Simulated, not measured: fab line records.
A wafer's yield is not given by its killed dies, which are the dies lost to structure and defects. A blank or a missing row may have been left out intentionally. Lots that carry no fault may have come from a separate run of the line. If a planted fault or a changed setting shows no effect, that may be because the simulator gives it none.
The same fault as seen by 2 desks || flow gf180mcu || each desk holds nothing but its own numbers, with what lay behind them at the end

## TOOL OWNER'S DESK, pvd-sputter-01
At GF_M4_SPUTTER_04 (material TiN, target thk 50 nm, time 41.7 s) the tool's own readings: per lot run on this tool, the mean of the sampled wafers that have a number. Marked OUT: a lot whose mean sits more than 4 standard deviations from the usual mean, which makes it out of limits; the brackets give that distance.
Columns: A = cathode-dc-power-W at GF_M4_SPUTTER_04, usual 6500.0 W; B = throttle-valve-pct at GF_M4_SPUTTER_04, usual 29.8 %
{"lot": "L186", "first seen here": "day 24 05:25", "A": 6500.0, "B": 30.0}
{"lot": "L191", "first seen here": "day 26 07:52", "A": "6293.3 (-99 or more) OUT", "B": 29.5}
{"lot": "L192", "first seen here": "day 26 19:44", "A": "6293.5 (-99 or more) OUT", "B": 30.0}
{"lot": "L204", "first seen here": "day 29 19:43", "A": 6500.7, "B": 30.1}
This desk finds L191, L192 out of limits, L191 being first, at day 26 07:52 (cathode-dc-power-W at GF_M4_SPUTTER_04). L186, L204 stayed within limits.

## AT THE METROLOGY DESK
Means of the sampled wafers that have a number, per lot and without regard to the tool the lot ran on: this is what the gauges read. Marked OUT: a lot whose mean sits more than 4 standard deviations from the usual mean, which makes it out of limits; the brackets give that distance.
Columns: A = V2_CVD_00_THK at GF_V2_THK_MEAS_01, usual 599 nm; B = V2_W_THK at GF_V2_THK_MEAS_25, usual 362 nm
{"lot": "L181", "first seen here": "day 19 03:43", "A": 596, "B": 370}
{"lot": "L182", "first seen here": "day 19 15:42", "A": 598, "B": 375}
{"lot": "L186", "first seen here": "day 21 03:57", "A": 600, "B": 367}
{"lot": "L191", "first seen here": "day 23 09:08", "A": 597, "B": 368}
{"lot": "L193", "first seen here": "day 23 21:56", "A": 597, "B": 365}
{"lot": "L192", "first seen here": "day 23 22:04", "A": 604, "B": 357}
{"lot": "L195", "first seen here": "day 24 14:52", "A": 600, "B": 357}
{"lot": "L197", "first seen here": "day 25 00:37", "A": 601, "B": 368}
{"lot": "L196", "first seen here": "day 25 02:59", "A": 600, "B": 354}
{"lot": "L199", "first seen here": "day 25 15:28", "A": 602, "B": 354}
{"lot": "L201", "first seen here": "day 26 08:43", "A": 598, "B": 353}
{"lot": "L202", "first seen here": "day 26 13:14", "A": 596, "B": 366}
{"lot": "L204", "first seen here": "day 27 04:48", "A": 590, "B": 361}
Result from this desk: across the 13 lots, nothing is out of limits.

## ALL TOGETHER
At day 26 07:52, on L191, L192, the tool owner's desk was in a position to raise an alarm.
Metrology desk: nothing out of limits seen.
The metrology desk holds a record of L191, L192, inside its limits.
On pvd-sputter-01, each named lot ran GF_M4_SPUTTER_04.

## WHAT WAS PUT IN BY THE SIMULATOR
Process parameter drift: pvd-sputter-01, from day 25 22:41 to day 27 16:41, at GF_M4_SPUTTER_04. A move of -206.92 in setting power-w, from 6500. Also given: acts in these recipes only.
Shown lots that were struck: L191, L192.
Each desk's first reading out of limits, in hours after the fault started: the tool owner's desk, 9.
